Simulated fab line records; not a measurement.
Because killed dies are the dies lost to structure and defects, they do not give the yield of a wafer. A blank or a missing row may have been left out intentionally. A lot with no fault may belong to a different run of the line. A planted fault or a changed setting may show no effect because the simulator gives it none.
fab line records | flow sfqLine
[record] lots = 13 wafers = 39 lastDay = 92
route steps=325 shown M3@131 I3@146 M4@158 I4@164
lots that met no fault: taken from a fault-free run of the same line
startH: hours from the record's opening day to when the first of the lot's shown wafers began | waitH: hours from the lot's prior step to this one | " the same as in the row above | L1.1+2: one row covering several wafers at once | - either no value or no given start | * or withheld: withheld | < > ~ a bound
route shown NAME@n: names a module that has steps shown in the file, with the first one's number in the route | usual: average and standard deviation across the fault-free wafers | same: alike in all rows | chamber/n: place in a boat | sites: per-site readings | _std_site: the values' standard deviation | _edge_site: outer sites' mean less inner sites' | radiusMm: how far each site lies from the wafer's centre | mask NAME#n: copy n | behind: the last tool/chamber to shape the wafer | hold: reason for holding the lot/hours on hold/outcome of the hold | device: which transistor (n, p or np) failed to switch | end of line: tests of these same wafers at the route's end | for a step that has no rows: nothing shown but its recipe | killed: dies lost to structure and defects at the first sort, not the wafer's yield | map: the dies of a wafer, with x for killed, . for not killed, _ for no die there
set.NAME: the run value of the setting; set.NAME@STEP: its run value at that earlier step | model.NAME: the simulator's own value behind a step, which no gauge read
steps of the route over a sample of lots; a table a step, a row a wafer
services: a tool's chamber out of use, with start hour (startH, from the record's first day; less than 0 if before it), hours out, and reason
[[steps]]
[step SFQ_TRILAYER_M3_STRIP_STRIP_079]
[recipe] gas = O2 powerW = 200 platenTempC = 40 overashFraction = 0.65 chemistry = O2 pressureMtorr = 50
[usual] drypumpMotorCurrentA = 5.50/0.26 oesProductAu = 0.995/0.012
[same] overashFraction = 0.65
// columns lot.wafer tool chamber startH waitH drypumpMotorCurrentA oesProductAu rfHoursCounterH
L932.1 rieMetal-03 1 1057.75 0.1 5.17 0.989 3
L932.2 " 0 " " 5.93 1.019 10
L932.5 " 1 " " 5.14 0.976 -
L934.1 rieMetal-04 0 1067.35 0.1 5.40 1.007 57
L934.2 " 1 " " 5.48 0.989 19
L934.5 " 1 " " 5.47 0.997 -
L935.1 rieMetal-03 1 1091.47 0.1 5.15 0.981 6
L935.4 " 0 " " 5.95 1.005 -
L935.5 " 1 " " 5.17 0.990 -
L937.1 rieMetal-04 1 1105.87 0.1 5.48 0.982 23
L937.3 " 1 " " 5.49 0.978 -
L937.5 " 0 " " 5.42 0.996 -
L938.1 rieMetal-04 1 1115.47 0.1 5.46 0.985 24
L938.2 " 0 " " 5.39 1.008 63
L938.4 " 0 " " 5.42 1.009 -
L939.2 rieMetal-04 0 1123.87 0.1 5.38 1.002 64
L939.4 " 1 " " 5.48 0.989 -
L939.5 " 1 " " 5.49 0.987 -
L940.4 rieMetal-04 1 1132.47 0.2 5.49 0.976 -
L940.5 " 0 " " 5.39 0.996 -
L940.6 " 1 " " 5.49 0.979 -
L941.2 rieMetal-04 1 1149.07 0.1 5.47 0.990 29
L941.3 " 0 " " 5.41 0.995 -
L941.5 " 0 " " 5.40 1.000 -
L942.1 rieMetal-04 1 1155.20 0.1 5.45 0.988 30
L942.3 " 1 " " 5.48 0.993 -
L942.4 " 0 " " 5.40 0.990 -
L943.1 rieMetal-01 0 1171.13 0.1 5.28 0.979 115
L943.3 " 0 " " 5.27 0.974 -
L943.6 " 0 " " 5.30 0.974 -
L946.1 rieMetal-04 1 1196.33 0.1 5.51 0.978 36
L946.3 " 0 " " 5.38 1.005 -
L946.5 " 1 " " 5.50 0.979 -
L953.1 rieMetal-04 1 1239.61 0.1 5.49 0.984 41
L953.2 " 0 " " 5.40 1.005 81
L953.6 " 0 " " 5.40 1.007 -
L954.1 rieMetal-04 0 1260.15 0.1 5.41 1.010 83
L954.2 " 1 " " 5.47 0.984 44
L954.6 " 0 " " 5.38 1.008 -
[step SFQ_TRILAYER_I3_VIA_STRIP_STRIP_089]
[recipe] gas = O2 powerW = 200 platenTempC = 40 overashFraction = 0.65 chemistry = O2 pressureMtorr = 50
[usual] drypumpMotorCurrentA = 5.6/0.36 oesProductAu = 1.002/0.014
[same] overashFraction = 0.65
// columns lot.wafer tool chamber startH waitH drypumpMotorCurrentA oesProductAu rfHoursCounterH
L932.1 rieMetal-02 0 1202.29 - 5.6 0.998 58
L932.2 " 0 " " 5.6 1.005 -
L932.5 " 0 " " 5.5 1.006 -
L934.1 rieMetal-03 0 1216.69 - 5.9 1.017 31
L934.2 " 1 " " 5.2 0.984 22
L934.5 " 1 " " 5.2 1.000 -
L935.1 rieMetal-02 1 1239.49 - 6.3 1.017 84
L935.4 " 1 " " 6.3 1.014 -
L935.5 " 1 " " 6.3 1.003 -
L937.1 rieMetal-03 1 1250.71 - 5.2 0.983 25
L937.3 " 0 " " 5.9 1.022 -
L937.5 " 0 " " 5.9 1.006 -
L938.1 rieMetal-03 0 1257.91 - 5.9 1.023 39
L938.2 " 1 " " 5.2 0.987 26
L938.4 " 1 " " 5.2 0.981 -
L939.2 rieMetal-04 0 1268.71 - 5.4 1.012 85
L939.4 " 0 " " 5.4 1.019 -
L939.5 " 0 " " 5.4 1.012 -
L940.4 rieMetal-02 0 1277.31 - 5.5 0.998 -
L940.5 " 1 " " 6.3 1.005 -
L940.6 " 0 " " 5.6 0.997 -
L941.2 rieMetal-04 1 1292.15 - 5.5 0.975 49
L941.3 " 0 " " 5.4 1.011 -
L941.5 " 1 " " 5.5 0.984 -
L942.1 rieMetal-04 0 1295.75 - 5.4 1.004 89
L942.3 " 0 " " 5.4 1.009 -
L942.4 " 1 " " 5.5 0.991 -
L943.1 rieMetal-03 1 1307.75 - 5.1 0.980 34
L943.3 " 1 " " 5.1 0.994 -
L943.6 " 0 " " 5.9 1.016 -
L946.1 rieMetal-04 1 1335.81 - 5.5 0.992 54
L946.3 " 1 " " 5.5 0.989 -
L946.5 " 1 " " 5.4 0.991 -
L953.1 rieMetal-04 1 1373.08 - 5.5 0.979 59
L953.2 " 0 " " 5.4 1.006 99
L953.6 " 1 " " 5.5 0.995 -
L954.1 rieMetal-03 1 1387.41 - 5.1 0.994 45
L954.2 " 0 " " 5.9 1.015 57
L954.6 " 0 " " 5.9 1.018 -
[step SFQ_M4_OVL_MEAS_926]
[usual] M4_OVL = 1/6.8
// columns lot.wafer tool chamber startH waitH M4_OVL[nm]
L932.1 overlay-02 - 1336.82 0.1 8
L932.2 " - " " -6
L932.5 " - " " 1
L934.1 overlay-01 - 1350.02 0.1 -2
L934.2 " - " " 5
L934.5 " - " " 1
L935.1 overlay-02 - 1365.62 0.1 -7
L935.4 " - " " -3
L935.5 " - " " -9
L937.1 overlay-01 - 1376.42 0.1 3
L937.3 " - " " 1
L937.5 " - " " -6
L938.1 overlay-02 - 1381.22 0.1 18
L938.2 " - " " 9
L938.4 " - " " 8
L939.2 overlay-01 - 1390.82 0.1 -8
L939.4 " - " " -6
L939.5 " - " " 1
L940.4 overlay-01 - 1404.04 0.1 4
L940.5 " - " " -1
L940.6 " - " " 12
L941.2 overlay-01 - 1415.00 0.1 0
L941.3 " - " " 0
L941.5 " - " " 3
L942.1 overlay-01 - 1419.80 0.1 3
L942.3 " - " " 11
L942.4 " - " " 8
L943.1 overlay-01 - 1430.19 0.1 5
L943.3 " - " " 0
L943.6 " - " " -2
L946.1 overlay-02 - 1452.99 0.1 1
L946.3 " - " " 6
L946.5 " - " " 4
L953.1 overlay-01 - 1492.59 0.1 1
L953.2 " - " " 7
L953.6 " - " " 9
L954.1 overlay-02 - 1503.39 0.1 -12
L954.2 " - " " -8
L954.6 " - " " -1
[step SFQ_TRILAYER_I4_CMP_CMP_100]
[recipe] material = SiO2 downForcePsi = 3 platenRpm = 60 padVelocityMS = 0.94248
[usual] motorCurrentA = 10.3/0.68 timeToEndpointS = 210/6.8
// columns lot.wafer tool chamber startH waitH motorCurrentA timeToEndpointS
L932.2 cmp-02 0 1338.07 0.2 10.8 207
L932.1 " 3 1339.57 1.7 11.2 218
L932.5 " 0 " " 10.7 214
L934.2 cmp-01 3 1352.09 1.0 9.8 208
L934.1 " 0 " " 10.4 206
L934.5 " 2 1353.59 2.5 11.7 219
L935.1 cmp-01 0 1368.42 1.8 10.0 197
L935.4 " 3 1369.92 3.2 10.0 201
L935.5 " 1 1370.92 4.2 10.1 202
L937.1 cmp-01 0 1378.09 0.6 10.2 205
L937.3 " 2 1379.09 1.6 11.4 208
L937.5 " 0 1380.09 2.6 10.3 209
L938.4 cmp-02 2 1384.09 1.8 9.6 216
L938.2 " 0 1385.09 2.8 10.7 211
L938.1 " 1 " " 9.6 212
L939.4 cmp-01 3 1392.39 0.5 9.8 217
L939.2 " 0 " " 10.2 215
L939.5 " 2 1393.89 2.0 11.3 218
L940.4 cmp-02 0 1406.59 1.5 10.6 214
L940.5 " 1 " " 9.0 208
L940.6 " 2 " " 9.6 219
L941.2 cmp-01 1 1416.07 0.0 9.7 205
L941.3 " 0 1417.57 1.5 10.1 212
L941.5 " 1 " " 10.0 214
L942.1 cmp-02 2 1421.41 0.6 9.9 205
L942.4 " 3 " " 11.3 212
L942.3 " 0 " " 9.8 215
L943.1 cmp-01 3 1432.37 1.1 10.0 203
L943.3 " 1 1433.37 2.1 10.5 198
L943.6 " 2 " " 11.9 217
L946.3 cmp-01 2 1455.33 1.0 11.7 219
L946.1 " 3 " " 10.0 208
L946.5 " 1 1456.83 2.5 10.4 214
L953.2 cmp-01 2 1493.67 0.0 11.5 208
L953.1 " 1 1495.17 1.5 10.1 200
L953.6 " 2 " " 11.8 216
L954.2 cmp-02 1 1505.51 1.1 9.5 201
L954.1 " 2 " " 9.4 283
L954.6 " 3 " " 11.0 215
[step SFQ_TRILAYER_I4_METRO_MEASURE_101]
[usual] thkNm = 198.9/0.99
// columns lot.wafer tool chamber startH waitH thkNm
L932.1 filmMetro-04 - 1341.19 0.1 198.5
L932.2 " - " " 198.8
L932.5 " - " " 197.6
L934.1 filmMetro-01 - 1354.21 0.1 198.6
L934.2 " - " " 198.6
L934.5 " - " " 200.2
L935.1 filmMetro-04 - 1371.54 0.1 198.6
L935.4 " - " " 198.0
L935.5 " - " " 197.7
L937.1 filmMetro-04 - 1381.21 0.1 198.9
L937.3 " - " " 200.5
L937.5 " - " " 199.1
L938.1 filmMetro-01 - 1387.21 0.1 199.2
L938.2 " - " " 199.9
L938.4 " - " " 198.3
L939.2 filmMetro-01 - 1395.21 0.3 199.5
L939.4 " - " " 199.1
L939.5 " - " " 200.1
L940.4 filmMetro-02 - 1408.81 0.6 200.3
L940.5 " - " " 198.0
L940.6 " - " " 199.5
L941.2 filmMetro-02 - 1419.39 0.3 199.5
L941.3 " - " " 198.6
L941.5 " - " " 198.7
L942.1 filmMetro-02 - 1424.03 0.1 200.1
L942.3 " - " " 199.0
L942.4 " - " " 200.0
L943.1 filmMetro-01 - 1434.99 0.1 199.5
L943.3 " - " " 199.4
L943.6 " - " " 200.9
L946.1 filmMetro-01 - 1457.45 0.1 198.6
L946.3 " - " " 200.2
L946.5 " - " " 197.2
L953.1 filmMetro-04 - 1496.79 0.1 199.0
L953.2 " - " " 200.7
L953.6 " - " " 201.2
L954.1 filmMetro-02 - 1507.63 0.1 304.9
L954.2 " - " " 198.5
L954.6 " - " " 199.3
[step SFQ_TRILAYER_I4_VIA_ETCH_VIA_ETCH_106]
[recipe] target = SiO2 stopOn = Nb maskMaterial = PR taperDeg = 20 chemistry = CHF3 targetDepthNm = 260 sourceW = 500 biasW = 80 pressureMtorr = 30 timeS = withheld
[usual] drypumpMotorCurrentA = 5.6/0.38 oesProductAu = 0.851/0.0047
// columns lot.wafer tool chamber startH waitH drypumpMotorCurrentA oesProductAu
L932.1 rieDiel-04 1 1347.61 0.0 5.2 0.846
L932.2 " 2 " " 5.5 0.857
L932.5 " 2 " " 5.4 0.850
L934.1 rieDiel-04 1 1357.74 0.0 5.2 0.852
L934.2 " 0 " " 5.8 0.851
L934.5 " 0 " " 5.8 0.856
L935.1 rieDiel-01 1 1377.40 0.0 6.1 0.843
L935.4 " 0 " " 6.0 0.842
L935.5 " 2 " " 5.7 0.838
L937.1 rieDiel-01 2 1384.82 0.0 5.7 0.856
L937.3 " 3 " " 4.9 0.856
L937.5 " 1 " " 6.0 0.852
L938.1 rieDiel-04 0 1390.81 0.0 5.8 0.851
L938.2 " 3 " " 5.6 0.857
L938.4 " 2 " " 5.4 0.850
L939.2 rieDiel-04 1 1398.70 0.0 5.2 0.853
L939.4 " 3 " " 5.6 0.851
L939.5 " 3 " " 5.6 0.850
L940.4 rieDiel-02 1 1520.27 0.0 5.3 0.846
L940.5 " 2 " " 6.0 0.852
L940.6 " 1 " " 5.3 0.853
L941.2 rieDiel-01 2 1534.47 0.0 5.7 0.847
L941.3 " 3 " " 4.9 0.846
L941.5 " 1 " " 6.0 0.852
L942.1 rieDiel-01 0 1541.67 0.0 5.9 0.854
L942.3 " 2 " " 5.7 0.860
L942.4 " 3 " " 4.8 0.855
L943.1 rieDiel-04 2 1548.87 0.0 5.4 0.849
L943.3 " 3 " " 5.6 0.846
L943.6 " 1 " " 5.2 0.852
L946.1 rieDiel-02 0 1564.47 0.0 5.9 0.850
L946.3 " 3 " " 6.2 0.858
L946.5 " 2 " " 6.0 0.848
L953.1 rieDiel-01 0 1603.02 0.0 5.9 0.848
L953.2 " 1 " " 6.1 0.852
L953.6 " 1 " " 6.0 0.856
L954.1 rieDiel-04 3 1611.42 0.0 5.6 1.002
L954.2 " 0 " " 5.8 0.858
L954.6 " 1 " " 5.2 0.858
[[services]]
// columns tool chamber startH hours kind
rieMetal-04 0 1034.08 2.8 repair
cmp-01 - 1036.75 2.7 repair
rieMetal-04 0 1041.06 2.6 repair
rieMetal-03 - 1093.07 14.6 pm
cmp-01 - 1093.17 2.3 repair
cmp-01 - 1099.82 0.8 repair
rieMetal-03 1 1124.12 4.2 repair
rieMetal-03 - 1134.75 4.3 pm
rieMetal-04 1 1202.51 1.0 repair
cmp-01 - 1217.58 6.5 pm
rieMetal-03 1 1228.27 13.3 repair
rieMetal-04 - 1234.26 1.9 repair
rieMetal-03 - 1257.21 0.5 repair
cmp-01 - 1257.86 4.0 pm
rieMetal-03 0 1276.30 8.4 repair
cmp-01 - 1363.31 1.1 repair
rieMetal-03 1 1430.64 24.1 repair
rieMetal-03 - 1447.47 2.8 pm
cmp-01 - 1500.71 8.9 pm
cmp-01 - 1529.05 0.4 repair
cmp-01 - 1588.75 6.0 pm
cmp-01 - 1593.73 1.9 repair
cmp-01 - 1598.64 4.0 pm
rieMetal-03 - 1600.04 2.0 repair
[[key]]
[firstSign] step = SFQ_TRILAYER_I4_CMP_CMP_100 reading = timeToEndpointS direction = up sigmas = 11 usual = * struck = *
[effect] step = SFQ_TRILAYER_I4_METRO_MEASURE_101 reading = thkNm direction = up sigmas = 99+ usual = 198.9 struck = 304.9
[effect] step = SFQ_TRILAYER_I4_VIA_ETCH_VIA_ETCH_106 reading = oesProductAu direction = up sigmas = 32 usual = 0.851 struck = 1.002
metAt SFQ_TRILAYER_I4_CMP_CMP_100
struckLots L954
struckWafers L954.1
notActingAt SFQ_TRILAYER_M3_STRIP_STRIP_079,SFQ_TRILAYER_I3_VIA_STRIP_STRIP_089,SFQ_M4_OVL_MEAS_926
onsetBetween 1421.41 1505.51
[fault] kind = processParameterDrift tool = cmp-02 chamber = 2 onsetH = 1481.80 steps = SFQ_TRILAYER_I4_CMP_CMP_100 channel = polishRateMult offset = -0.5 shape = step endH = 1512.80
